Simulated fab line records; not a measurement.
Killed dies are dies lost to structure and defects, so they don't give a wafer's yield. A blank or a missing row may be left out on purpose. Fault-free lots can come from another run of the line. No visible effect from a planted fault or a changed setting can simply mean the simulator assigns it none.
fab line records    flow sky130
[record] lots = 6  wafers = 18  lastDay = 50
route steps=708 shown CAP2M@610 METAL4@621 PAD_OPEN@708
lots that met no fault: taken from a fault-free run of the same line
startH: the number of hours between the record's first day and the start of the first shown wafer of the lot    waitH: hours from the lot's prior step to this one    " repeats the value in the row above    L1.1+2: a single row standing in for several wafers    - no value, or no start was given    * or withheld: withheld    < > ~ a bound
route shown NAME@n: NAME is a module with steps in the file, n the number in the route of the first one    usual: mean and standard deviation over wafers with no fault    same: alike in all rows    chamber/n: place in a boat    sites: readings site by site    _std_site: standard deviation across them    _edge_site: inner sites' mean taken away from outer sites' mean    radiusMm: how far each site lies from the wafer's centre    mask NAME#n: copy n    behind: the most recent tool/chamber to have shaped the wafer    hold: reason for holding the lot/hours on hold/outcome of the hold    device: which transistor (n, p or np) failed to switch    end of line: tests of these same wafers at the route's end    where a step has no rows: the recipe by itself    killed: dies lost to structure and defects at the first sort, not the wafer's yield    map: a wafer's dies, x killed, . not, _ none there
set.NAME: the run value of the setting; set.NAME@STEP: its run value at that earlier step    model.NAME: the simulator's own value behind a step, which no gauge read
lots at some steps of the route; a table a step, a row a wafer
services: when a tool's chamber went out of use (startH, in hours from the record's first day, below 0 if earlier), for how many hours, and the reason
[[steps]]
[step SKY_CAP2M_COAT_07]
[recipe] resist = NOVOLAK  spinRpm = 3000  resistThkNm = 1140
[step SKY_CAP2M_SOFTBAKE_08]
[recipe] tempC = 90  timeS = 60  resist = NOVOLAK
[step SKY_CAP2M_EXPOSE_09]
[recipe] maskId = CAP2M  na = 0.6  sourceShape = conventional  sigmaOuter = 0.6  polarization = unpolarized  targetCdNm = 1000  doseMj = 159
[step SKY_CAP2M_PEB_10]
[recipe] tempC = withheld  timeS = *  resist = NOVOLAK
[step SKY_CAP2M_DEVELOP_11]
[recipe] resist = NOVOLAK  developer = TMAH  developTimeS = 60  devTempC = 23
[step SKY_CAP2M_OVL_MEAS_12]
[usual] CAP2M_OVL = -0.8/1.5
lot.wafer  tool        chamber  startH   waitH  CAP2M_OVL[nm]
L875.1     overlay-02  -        994.87   0.1    -0.2
L875.2     "           -        "        "      0.2
L875.3     "           -        "        "      0.9
L881.4     overlay-01  -        1030.23  0.1    1.1
L881.5     "           -        "        "      1.2
L881.6     "           -        "        "      -0.3
L884.2     overlay-01  -        1041.72  0.1    -1.7
L884.3     "           -        "        "      -1.8
L884.4     "           -        "        "      -0.6
L885.1     overlay-01  -        1045.66  0.1    -4.0
L885.2     "           -        "        "      -4.4
L885.5     "           -        "        "      -2.5
L888.2     overlay-02  -        1058.92  0.1    -1.2
L888.4     "           -        "        "      -1.8
L888.5     "           -        "        "      -1.0
L894.1     overlay-01  -        1097.72  0.1    -1.3
L894.5     "           -        "        "      -1.6
L894.6     "           -        "        "      0.7
[step SKY_CAP2M_METAL_ETCH_13]
[recipe] targetDepthNm = 220  stopOn = SiO2  chemistry = Cl2/BCl3  target = TiN  pressureMtorr = 10  icpW = 900  biasW = 48.5  Cl2_flow_sccm = 60  bcl3FlowSccm = 30  timeS = 62.9
[usual] drypumpMotorCurrentA = 5.5/0.35  oesProductAu = 0.954/0.007  throttleValvePct = 21.892/0.0091
lot.wafer  tool         chamber  startH   waitH  drypumpMotorCurrentA  oesProductAu  rfHoursCounterH  throttleValvePct
L875.1     rieMetal-01  0        994.90   0.0    5.6                   0.952         13               21.893
L875.2     "            1        "        "      5.2                   0.950         4                21.905
L875.3     "            1        "        "      5.2                   0.944         -                21.892
L881.4     rieMetal-02  0        1030.28  0.0    5.6                   0.946         -                21.888
L881.5     "            0        "        "      5.6                   0.938         -                21.895
L881.6     "            1        "        "      5.6                   0.949         -                21.909
L884.2     rieMetal-04  0        1041.75  0.0    6.2                   0.964         14               21.889
L884.3     "            1        "        "      4.8                   0.962         -                21.874
L884.4     "            0        "        "      6.2                   0.956         -                21.901
L885.1     rieMetal-04  0        1045.70  0.0    6.2                   0.940         14               21.909
L885.2     "            1        "        "      4.8                   0.939         22               21.899
L885.5     "            1        "        "      4.8                   0.943         -                21.898
L888.2     rieMetal-02  0        1058.95  0.0    5.6                   0.960         17               21.881
L888.4     "            0        "        "      5.6                   0.961         -                21.890
L888.5     "            1        "        "      5.6                   0.960         -                21.887
L894.1     rieMetal-01  0        1097.75  0.0    5.6                   0.949         20               21.897
L894.5     "            1        "        "      5.2                   0.964         -                21.896
L894.6     "            0        "        "      5.6                   0.957         -                21.901
[step SKY_CAP2M_STRIP_14]
[recipe] chemistry = O2/N2  powerW = 1400  pressureMtorr = 1500  platenTempC = withheld  o2FlowSccm = 3000  n2FlowSccm = 300  overashFraction = 0.5
[usual] drypumpMotorCurrentA = 5.6/0.32  oesProductAu = 0.710/0.0042  stripTimeToEndpointS = 12.67/0.043
lot.wafer  tool            chamber  startH   waitH  drypumpMotorCurrentA  oesProductAu  rfHoursCounterH  stripTimeToEndpointS
L875.1     plasmaAsher-01  1        994.98   0.1    5.4                   0.717         83               12.63
L875.2     "               0        "        "      5.6                   0.715         83               12.63
L875.3     "               0        "        "      5.7                   0.714         -                12.64
L881.4     plasmaAsher-01  0        1030.36  0.1    5.6                   0.709         -                12.66
L881.5     "               1        "        "      5.4                   0.717         -                12.66
L881.6     "               0        "        "      5.6                   0.713         -                12.63
L884.2     plasmaAsher-04  1        1041.83  0.1    5.6                   0.707         62               12.67
L884.3     "               0        "        "      5.0                   0.709         -                12.64
L884.4     "               1        "        "      5.6                   0.709         -                12.67
L885.1     plasmaAsher-01  0        1045.77  0.1    5.7                   0.704         88               12.68
L885.2     "               1        "        "      5.4                   0.711         88               12.64
L885.5     "               0        "        "      5.7                   0.709         -                12.64
L888.2     plasmaAsher-01  1        1059.02  0.1    5.4                   0.709         90               12.71
L888.4     "               1        "        "      5.4                   0.707         -                12.63
L888.5     "               1        "        "      5.4                   0.705         -                12.69
L894.1     plasmaAsher-01  1        1097.83  0.1    5.4                   0.709         93               12.63
L894.5     "               0        "        "      5.7                   0.707         -                12.60
L894.6     "               1        "        "      5.4                   0.703         -                12.65
[step SKY_CAP2M_STRIP_15]
[recipe] chemistry = postEtchResidueRemover  timeS = 1200  tempC = 72.5
[step SKY_CAP2M_CLEAN_16]
[recipe] chemistry = IPA  timeS = 180  tempC = 25
[step SKY_CAP2M_CLEAN_17]
[recipe] chemistry = O3/DIW  dry = n2Spin
[step SKY_METAL4_DEHYDRATE_05]
[recipe] tempC = 200  timeS = 60
[step SKY_METAL4_HMDS_06]
[recipe] primeTimeS = 60  primeTempC = 120
[usual] primeTempC = 119.98/0.12
lot.wafer  tool           chamber  startH   waitH  primeTempC
L875.1     lithoTrack-04  0        1005.66  0.1    120.28
L875.2     "              0        "        "      119.88
L875.3     "              0        "        "      120.27
L881.4     lithoTrack-01  0        1042.35  0.1    120.02
L881.5     "              0        "        "      120.00
L881.6     "              0        "        "      119.96
L884.2     lithoTrack-01  0        1052.30  0.1    113.55
L884.3     "              0        "        "      113.63
L884.4     "              0        "        "      113.37
L885.1     lithoTrack-01  0        1055.57  0.1    113.65
L885.2     "              0        "        "      113.65
L885.5     "              0        "        "      113.62
L888.2     lithoTrack-03  0        1070.16  0.1    119.94
L888.4     "              0        "        "      119.99
L888.5     "              0        "        "      119.97
L894.1     lithoTrack-03  0        1106.88  0.1    119.86
L894.5     "              0        "        "      119.94
L894.6     "              0        "        "      119.95
[step SKY_METAL4_COAT_07]
[recipe] resist = BARC  tempC = withheld  timeS = withheld  spinRpm = 3000  resistThkNm = 60
[step SKY_PAD_OPEN_PROBE_99]
[usual] defectLimitedYield = 82.5/1.9  killed_at_M0_to_M3 = 44/6.6  killed_at_M4_up = 3.0/2  killedAtContacts = 24/5.1  killedAtFrontEnd = 15/4.1  killedAtOther = 0.4/0.62  killedDies = 86/9.3  killedOpen = 46/6.8  killedShort = 40/5.8  sort_bin_3_pad_short = 0.8/0.4  sort_bin_5_function = 10.3/1.4  sort_bin_6_memory = 6.4/1  sortNPass = 406/9.3  sortYieldPct = 82.5/1.9
[same] grossDies = 492  killedAtBackSide = 0  sort_bin_4_leakage[%] = 0  sort_bin_8_speed[%] = 0
lot.wafer  tool       chamber  startH   waitH  defectLimitedYield[%]  killed_at_M0_to_M3  killed_at_M4_up  killedAtContacts  killedAtFrontEnd  killedAtOther  killedDies  killedOpen  killedShort  sort_bin_3_pad_short[%]  sort_bin_5_function[%]  sort_bin_6_memory[%]  sortNPass  sortYieldPct[%]
L875.1     prober-02  -        1106.46  0.1    81.3                   48                  5                27                11                1              92          44          47           1.4                      8.7                     8.5                   400        81.3
L875.2     prober-02  -        1106.51  0.1    81.1                   46                  1                25                19                2              93          46          47           1.4                      11.8                    5.7                   399        81.1
L875.3     prober-02  -        1106.56  0.2    81.9                   50                  3                19                16                1              89          45          43           1.2                      10.6                    6.3                   403        81.9
L881.4     prober-02  -        1141.44  0.2    80.3                   48                  1                33                15                0              97          52          45           1.2                      10.8                    7.7                   395        80.3
L881.5     prober-02  -        1141.49  0.2    81.1                   42                  5                25                21                0              93          44          47           0.6                      10.4                    7.9                   399        81.1
L881.6     prober-02  -        1141.54  0.2    79.9                   48                  2                31                17                1              99          60          37           0.8                      13.2                    6.1                   393        79.9
L884.2     prober-02  -        1147.70  0.1    83.1                   32                  5                29                17                0              83          41          38           0.4                      11.0                    5.5                   409        83.1
L884.3     prober-02  -        1147.75  0.2    82.5                   47                  1                29                7                 2              86          38          47           1.6                      10.0                    5.9                   406        82.5
L884.4     prober-02  -        1147.80  0.2    82.1                   39                  4                32                13                0              88          45          43           1.0                      10.4                    6.5                   404        82.1
L885.1     prober-01  -        1150.50  0.1    83.9                   41                  1                20                17                0              79          42          37           0.6                      10.4                    5.1                   413        83.9
L885.2     prober-01  -        1150.55  0.1    82.1                   54                  6                22                6                 0              88          45          43           1.8                      10.4                    5.7                   404        82.1
L885.5     prober-01  -        1150.70  0.2    82.7                   45                  2                24                14                0              85          42          43           1.4                      8.1                     7.7                   407        82.7
L888.2     prober-02  -        1164.73  0.1    86.4                   38                  1                23                5                 0              67          31          35           1.0                      8.7                     3.9                   425        86.4
L888.4     prober-02  -        1164.83  0.2    85.4                   39                  1                21                11                0              72          39          33           1.0                      8.3                     5.3                   420        85.4
L888.5     prober-02  -        1164.88  0.2    80.1                   55                  1                31                11                0              98          50          45           1.4                      11.6                    6.9                   394        80.1
L894.1     prober-01  -        1191.75  0.1    81.1                   47                  2                29                14                1              93          52          41           0.8                      12.4                    5.7                   399        81.1
L894.5     prober-01  -        1191.95  0.2    82.7                   48                  0                28                9                 0              85          47          38           1.2                      11.0                    5.1                   407        82.7
L894.6     prober-01  -        1192.00  0.2    79.7                   48                  7                25                20                0              100         63          36           0.4                      12.6                    7.3                   392        79.7
// killed by level:class
L875.1 CONTACT:geometricParticle:open=12 VIA1:geometricParticle:open=10 LOCAL_INTERCONNECT:geometricParticle:short=7 METAL1:geometricParticle:short=7 VIA2:geometricParticle:open=7 VIA1:geometricParticle:short=6 VIA3:geometricParticle:short=4 METAL2:geometricParticle:short=4
L875.2 LI_CONTACT:geometricParticle:open=8 VIA1:geometricParticle:open=8 METAL2:geometricParticle:short=6 FIELD_ISO:geometricParticle:open=5 POLY_GATE:geometricParticle:short=5 POLY_GATE:geometricParticle:open=5 LOCAL_INTERCONNECT:geometricParticle:short=5 METAL1:geometricParticle:short=5
L875.3 VIA1:geometricParticle:open=13 CONTACT:geometricParticle:open=9 VIA1:geometricParticle:short=8 VIA2:geometricParticle:open=8 POLY_GATE:geometricParticle:open=5 METAL1:geometricParticle:short=5 FIELD_ISO:geometricParticle:open=4 METAL3:geometricParticle:short=4
L881.4 LI_CONTACT:geometricParticle:open=11 VIA1:geometricParticle:open=11 CONTACT:geometricParticle:open=9 VIA1:geometricParticle:short=8 POLY_GATE:geometricParticle:short=5 CONTACT:geometricParticle:short=5 VIA2:geometricParticle:open=5 VIA3:geometricParticle:short=5
L881.5 VIA1:geometricParticle:open=11 CONTACT:geometricParticle:open=10 METAL1:geometricParticle:short=8 CONTACT:geometricParticle:short=7 METAL4:geometricParticle:short=5 FIELD_ISO:geometricParticle:open=4 POLY_GATE:geometricParticle:short=4 LOCAL_INTERCONNECT:geometricParticle:short=4
L881.6 CONTACT:geometricParticle:open=15 VIA1:geometricParticle:open=11 VIA3:geometricParticle:open=10 POLY_GATE:geometricParticle:short=6 METAL1:geometricParticle:short=6 LI_CONTACT:geometricParticle:open=5 METAL2:geometricParticle:short=5 VIA2:geometricParticle:open=5
L884.2 CONTACT:geometricParticle:open=11 LI_CONTACT:geometricParticle:open=8 CONTACT:geometricParticle:short=7 VIA1:geometricParticle:open=6 METAL2:geometricParticle:short=5 FIELD_ISO:geometricParticle:short=4 POLY_GATE:geometricParticle:open=4 VIA2:geometricParticle:open=4
L884.3 METAL2:geometricParticle:short=9 CONTACT:geometricParticle:open=8 CONTACT:geometricParticle:short=7 VIA3:geometricParticle:open=7 VIA1:geometricParticle:short=6 LI_CONTACT:geometricParticle:short=5 LI_CONTACT:geometricParticle:open=5 VIA1:geometricParticle:open=5
L884.4 VIA1:geometricParticle:open=11 CONTACT:geometricParticle:open=10 METAL1:geometricParticle:short=9 CONTACT:geometricParticle:short=8 LI_CONTACT:geometricParticle:open=7 LOCAL_INTERCONNECT:geometricParticle:short=6 METAL2:geometricParticle:short=5 FIELD_ISO:geometricParticle:open=4
L885.1 VIA3:geometricParticle:open=9 VIA1:geometricParticle:short=8 LI_CONTACT:geometricParticle:open=7 FIELD_ISO:geometricParticle:open=6 VIA2:geometricParticle:open=6 CONTACT:geometricParticle:short=6 POLY_GATE:geometricParticle:short=4 CONTACT:geometricParticle:open=4
L885.2 VIA2:geometricParticle:open=11 METAL1:geometricParticle:short=10 VIA1:geometricParticle:open=8 CONTACT:geometricParticle:open=8 LI_CONTACT:geometricParticle:open=7 VIA3:geometricParticle:open=6 METAL4:geometricParticle:short=5 VIA3:geometricParticle:short=5
L885.5 VIA1:geometricParticle:open=9 CONTACT:geometricParticle:open=8 VIA1:geometricParticle:short=7 LI_CONTACT:geometricParticle:open=6 METAL2:geometricParticle:short=6 VIA3:geometricParticle:open=6 FIELD_ISO:geometricParticle:short=4 LI_CONTACT:geometricParticle:short=4
L888.2 VIA1:geometricParticle:open=8 CONTACT:geometricParticle:short=7 LI_CONTACT:geometricParticle:open=5 VIA3:geometricParticle:open=5 CONTACT:geometricParticle:open=4 METAL1:geometricParticle:short=4 VIA2:geometricParticle:open=4 VIA2:geometricParticle:short=4
L888.4 VIA1:geometricParticle:open=12 CONTACT:geometricParticle:open=7 METAL1:geometricParticle:short=7 CONTACT:geometricParticle:short=5 VIA3:geometricParticle:short=5 LI_CONTACT:geometricParticle:short=4 VIA2:geometricParticle:open=4 FIELD_ISO:geometricParticle:open=3
L888.5 CONTACT:geometricParticle:open=11 VIA1:geometricParticle:open=11 VIA3:geometricParticle:open=9 LOCAL_INTERCONNECT:geometricParticle:short=7 VIA2:geometricParticle:open=7 VIA2:geometricParticle:short=6 VIA3:geometricParticle:short=5 FIELD_ISO:geometricParticle:short=4
L894.1 CONTACT:geometricParticle:open=13 VIA1:geometricParticle:open=9 VIA2:geometricParticle:open=9 CONTACT:geometricParticle:short=6 VIA3:geometricParticle:short=6 LI_CONTACT:geometricParticle:open=5 METAL1:geometricParticle:short=5 METAL2:geometricParticle:short=5
L894.5 VIA3:geometricParticle:open=11 LI_CONTACT:geometricParticle:short=7 VIA1:geometricParticle:open=7 VIA1:geometricParticle:short=6 LI_CONTACT:geometricParticle:open=6 CONTACT:geometricParticle:open=6 VIA2:geometricParticle:open=6 POLY_GATE:geometricParticle:open=4
L894.6 VIA1:geometricParticle:open=15 CONTACT:geometricParticle:open=10 VIA2:geometricParticle:open=9 VIA3:geometricParticle:open=8 POLY_GATE:geometricParticle:open=7 LI_CONTACT:geometricParticle:open=6 CONTACT:geometricParticle:short=6 POLY_GATE:geometricParticle:short=4
[[services]]
tool            chamber  startH   hours  kind
rieMetal-02     -        978.21   2.8    pm
plasmaAsher-04  -        1002.30  2.8    pm
lithoTrack-01   -        1008.96  -      consumableReplace:filter
rieMetal-04     1        1010.47  11.9   repair
rieMetal-01     -        1033.87  2.8    pm
lithoTrack-01   -        1040.92  -      consumableReplace:filter
rieMetal-02     -        1044.76  1.2    repair
lithoTrack-04   -        1051.37  -      consumableReplace:filter
rieMetal-04     1        1055.00  -      clean
rieMetal-04     1        1055.00  21.9   scheduledDown
rieMetal-04     1        1055.00  21.9   ventCycle
rieMetal-02     -        1067.04  14.8   repair
rieMetal-01     -        1076.49  0.7    repair
[[key]]
[firstSign] step = SKY_METAL4_HMDS_06  reading = primeTempC  direction = down  sigmas = 52  usual = *  struck = *
effect none on later readings
metAt SKY_METAL4_HMDS_06
struckWafers L884.2,L884.3,L884.4,L885.1,L885.2,L885.5
onsetBetween 1042.35 1052.30
[fault] kind = processParameterDrift  tool = lithoTrack-01  chamber = -  onsetH = 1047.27  steps = SKY_METAL4_HMDS_06  channel = primeTempC  offset = *  shape = step  endH = 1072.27  actsIn = *  stated = *
